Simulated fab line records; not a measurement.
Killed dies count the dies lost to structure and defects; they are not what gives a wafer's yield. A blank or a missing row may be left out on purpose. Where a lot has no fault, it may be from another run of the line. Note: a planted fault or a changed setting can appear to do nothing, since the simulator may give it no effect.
Which tool was responsible?    flow gf180mcu    11 lots, 33 wafers sampled, at 8 steps of a route of 602

WHAT THE GAUGES SHOWED, per wafer
GF_NWELL_TW_MEAS_11. Usual: NWELL_TW typically reads 1571, with standard deviation 26.
lot   measured     on            NWELL_TW        flag
L582  day 3 07:26  filmMetro-02  1595 1595 1588  
L583  day 3 14:17  filmMetro-04  1557 1561 1572  
L584  day 3 19:47  filmMetro-02  1597 1599 1594  
L587  day 4 09:56  filmMetro-01  1551 1550 1537  
L590  day 5 03:59  filmMetro-02  1612 1603 1608  
L592  day 5 13:29  filmMetro-01  1894 1895 1896  OFF
L593  day 5 18:26  filmMetro-02  1964 1970 1984  OFF
L597  day 6 19:32  filmMetro-01  1542 1538 1533  
L599  day 7 06:31  filmMetro-02  1595 1586 1598  
L604  day 8 10:47  filmMetro-04  1561 1564 1569  
L605  day 8 14:41  filmMetro-02  1600 1584 1593  

GF_LVPWELL_TW_MEAS_11. Usual: LVPWELL_TW typically reads 554, with standard deviation 8.7.
lot   measured     on            LVPWELL_TW      flag
L582  day 3 20:44  filmMetro-01  548 549 542     
L583  day 4 03:12  filmMetro-02  571 569 568     
L584  day 4 08:56  filmMetro-01  551 548 549     
L587  day 4 23:55  filmMetro-04  549 551 551     
L590  day 5 18:47  filmMetro-02  570 570 573     
L592  day 6 04:22  filmMetro-01  1506 1500 1501  OFF
L593  day 6 09:11  filmMetro-01  1495 1495 1499  OFF
L597  day 7 11:32  filmMetro-04  555 557 557     
L599  day 7 22:59  filmMetro-04  559 556 556     
L604  day 9 03:47  filmMetro-02  573 571 575     
L605  day 9 08:01  filmMetro-04  558 555 559     

GF_MVSD_TW_MEAS_11. Usual: MVSD_TW typically reads 1574, with standard deviation 23.
lot   measured      on            MVSD_TW         flag
L582  day 4 10:17   filmMetro-04  1559 1553 1556  
L583  day 4 17:41   filmMetro-01  1551 1552 1558  
L584  day 4 23:13   filmMetro-04  1558 1560 1560  
L587  day 5 14:26   filmMetro-04  1579 1567 1558  
L590  day 6 09:28   filmMetro-04  1571 1584 1564  
L592  day 6 20:29   filmMetro-02  1964 1965 1964  OFF
L593  day 7 00:05   filmMetro-04  1937 1919 1921  OFF
L597  day 8 04:02   filmMetro-01  1548 1539 1547  
L599  day 8 15:49   filmMetro-04  1573 1574 1576  
L604  day 9 21:50   filmMetro-02  1616 1618 1606  
L605  day 10 01:29  filmMetro-02  1613 1624 1605  

GF_VT_IMPLANT_OVL_MEAS_07. Usual: VT_IMPLANT_OVL typically reads -0.9 nm, with standard deviation 1.3.
lot   measured      on          VT_IMPLANT_OVL (nm)  flag
L582  day 5 14:18   overlay-02  -2.2 -1.0 -1.3       
L583  day 5 21:30   overlay-02  -0.8 -2.6 0.4        
L584  day 6 03:57   overlay-02  -2.9 -1.2 -3.4       
L587  day 6 19:42   overlay-01  -1.4 0.7 0.3         
L590  day 7 16:54   overlay-01  -0.5 -1.5 0.4        
L592  day 8 04:12   overlay-02  -3.1 -2.0 -1.7       
L593  day 8 07:51   overlay-02  -0.7 -1.0 -0.8       
L597  day 9 13:39   overlay-01  -1.2 -0.2 0.0        
L599  day 10 02:13  overlay-01  0.8 2.3 1.5          
L604  day 11 09:45  overlay-01  -1.3 -2.0 -2.0       
L605  day 11 14:03  overlay-02  -2.0 0.3 -0.8        

GF_VT_IMPLANT_RS_MEAS_48: uses a four-point probe to measure. Usual: LVPWELL_RS typically reads 1197 ohm/sq, with standard deviation 3.1.
lot   measured      on            LVPWELL_RS (ohm/sq)  flag
L582  day 7 12:05   filmMetro-04  1198 1200 1198       
L583  day 7 21:13   filmMetro-01  1196 1195 1196       
L584  day 8 03:59   filmMetro-02  1203 1201 1201       
L587  day 8 20:35   filmMetro-01  1199 1201 1204       
L590  day 9 20:34   filmMetro-01  1195 1192 1197       
L592  day 10 09:32  filmMetro-01  1198 1197 1199       
L593  day 10 12:35  filmMetro-02  1198 1201 1198       
L597  day 11 21:38  filmMetro-02  1197 1204 1197       
L599  day 12 10:34  filmMetro-04  1203 1201 1202       
L604  day 13 21:17  filmMetro-01  1198 1196 1196       
L605  day 14 03:23  filmMetro-02  1196 1200 1198       

EACH LOT AND THE TOOL THAT RAN IT (in order: tool; ch and the chambers of the sampled wafers; start)
lot   GF_DNWELL_COAT_02                GF_DNWELL_STRIP_08                  GF_VT_IMPLANT_STRIP_20
L582  lithoTrack-04 ch 0, day 2 12:29  plasmaAsher-04 ch 0,1, day 2 18:40  plasmaAsher-01 ch 0,1, day 6 04:56
L583  lithoTrack-03 ch 0, day 2 18:13  plasmaAsher-04 ch 0,1, day 3 00:35  plasmaAsher-04 ch 0,1, day 6 12:35
L584  lithoTrack-01 ch 0, day 2 23:25  plasmaAsher-02 ch 0,1, day 3 05:52  plasmaAsher-04 ch 0,1, day 6 19:35
L587  lithoTrack-04 ch 0, day 3 13:38  plasmaAsher-01 ch 0,1, day 3 19:59  plasmaAsher-01 ch 0,1, day 7 11:35
L590  lithoTrack-03 ch 0, day 4 06:51  plasmaAsher-02 ch 0,1, day 4 13:54  plasmaAsher-03 ch 0,1, day 8 09:13
L592  lithoTrack-04 ch 0, day 4 15:50  plasmaAsher-02 ch 1, day 4 22:45    plasmaAsher-03 ch 0, day 8 21:25
L593  lithoTrack-04 ch 0, day 4 20:17  plasmaAsher-02 ch 0,1, day 5 03:38  plasmaAsher-03 ch 0,1, day 9 00:56
L597  lithoTrack-01 ch 0, day 5 19:36  plasmaAsher-04 ch 0, day 6 03:30    plasmaAsher-04 ch 0,1, day 10 07:23
L599  lithoTrack-03 ch 0, day 6 07:06  plasmaAsher-01 ch 0,1, day 6 14:41  plasmaAsher-01 ch 0,1, day 10 20:37
L604  lithoTrack-01 ch 0, day 7 10:03  plasmaAsher-01 ch 0,1, day 7 18:05  plasmaAsher-01 ch 0,1, day 12 05:05
L605  lithoTrack-01 ch 0, day 7 13:30  plasmaAsher-02 ch 0,1, day 7 21:45  plasmaAsher-01 ch 0,1, day 12 09:56
- GF_DNWELL_COAT_02: resist thk 3000 nm.
- GF_DNWELL_STRIP_08: strips in O2/N2.
- GF_VT_IMPLANT_STRIP_20: strips in O2/N2.

WHAT THE TOOLS THEMSELVES READ (means of the sampled wafers that have a number; where no wafer has one, the mark that the record gives instead)
GF_DNWELL_COAT_02. Usual: chillPlateTempC 23.02 C, standard deviation 0.09; resistLineTempC 23.00 C, standard deviation 0.12.
lot   tool           chillPlateTempC (C)  resistLineTempC (C)  flag
L582  lithoTrack-04  23.02                23.04                
L583  lithoTrack-03  23.06                23.13                
L584  lithoTrack-01  22.88                22.90                
L587  lithoTrack-04  23.05                22.87                
L590  lithoTrack-03  23.04                23.03                
L592  lithoTrack-04  23.00                23.07                
L593  lithoTrack-04  22.96                23.00                
L597  lithoTrack-01  22.99                22.99                
L599  lithoTrack-03  23.12                22.92                
L604  lithoTrack-01  23.07                22.92                
L605  lithoTrack-01  22.98                22.91                

GF_DNWELL_STRIP_08. Usual: drypumpMotorCurrentA 5.5 A, standard deviation 0.55; heaterPowerW 321 W, standard deviation 15; oesProductAu 0.723 a.u., standard deviation 0.0045; stripTimeToEndpointS 36.96 s, standard deviation 0.13.
lot   tool            drypumpMotorCurrentA (A)  heaterPowerW (W)  oesProductAu (a.u.)  stripTimeToEndpointS (s)  flag
L582  plasmaAsher-04  5.2                       323               0.726                36.99                     
L583  plasmaAsher-04  5.2                       317               0.717                36.86                     
L584  plasmaAsher-02  6.1                       318               0.718                37.01                     
L587  plasmaAsher-01  5.3                       321               0.720                37.08                     
L590  plasmaAsher-02  6.2                       305               0.721                36.98                     
L592  plasmaAsher-02  5.9                       328               0.719                16.72                     OFF
L593  plasmaAsher-02  6.2                       310               0.720                16.82                     OFF
L597  plasmaAsher-04  4.9                       338               0.724                37.07                     
L599  plasmaAsher-01  5.3                       321               0.719                36.89                     
L604  plasmaAsher-01  5.2                       322               0.721                37.06                     
L605  plasmaAsher-02  6.2                       307               0.724                36.86                     

GF_VT_IMPLANT_STRIP_20. Usual: drypumpMotorCurrentA 5.5 A, standard deviation 0.59; heaterPowerW 334 W, standard deviation 34; oesProductAu 0.716 a.u., standard deviation 0.004; stripTimeToEndpointS 12.63 s, standard deviation 0.033.
lot   tool            drypumpMotorCurrentA (A)  heaterPowerW (W)  oesProductAu (a.u.)  stripTimeToEndpointS (s)  flag
L582  plasmaAsher-01  5.0                       336               0.715                12.63                     
L583  plasmaAsher-04  5.1                       330               0.715                12.65                     
L584  plasmaAsher-04  5.2                       319               0.717                12.65                     
L587  plasmaAsher-01  5.3                       322               0.719                12.64                     
L590  plasmaAsher-03  6.1                       328               0.715                12.70                     
L592  plasmaAsher-03  6.4                       399               0.720                12.63                     
L593  plasmaAsher-03  6.3                       364               0.719                12.63                     
L597  plasmaAsher-04  5.1                       329               0.716                12.65                     
L599  plasmaAsher-01  5.3                       323               0.717                12.64                     
L604  plasmaAsher-01  5.3                       324               0.716                12.63                     
L605  plasmaAsher-01  5.3                       319               0.718                12.59                     

THE ANSWER, worked out from the rows above alone
Rule: a lot counts as off when the mean over its wafers that have a number is more than 3 standard deviations away from the usual mean. Also off: a lot with no number at a reading for which 4 or more lots have one. All remaining lots with rows at the step are treated as sound. After the gauges, taken in route order, come the tools' own readings; for these a lot's mean is taken, as printed above. At the first step where some lot is off, the reading lying furthest off is the one used; lots without a number count as furthest.
Off: L592, L593, at GF_NWELL_TW_MEAS_11 (NWELL_TW).
If a tool, at a process step before that reading, ran all the lots that are off and no sound lot after the first of them, it fits. Not tried: the gauges at GF_NWELL_TW_MEAS_11; whatever is off there is also off at GF_DNWELL_STRIP_08, on other tools, and gauge error can't account for it. One candidate fits, namely lithoTrack-04 at GF_DNWELL_COAT_02. Its last sound lot is L587 (day 3 13:38), its first lot that is off L592 (day 4 15:50): a fault that began between those two fits.

WHAT THE SIMULATOR HAD INSERTED
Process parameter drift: lithoTrack-04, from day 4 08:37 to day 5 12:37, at GF_DNWELL_COAT_02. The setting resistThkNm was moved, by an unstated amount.
Struck lots among those shown: L592, L593. The same result came from the rule above.
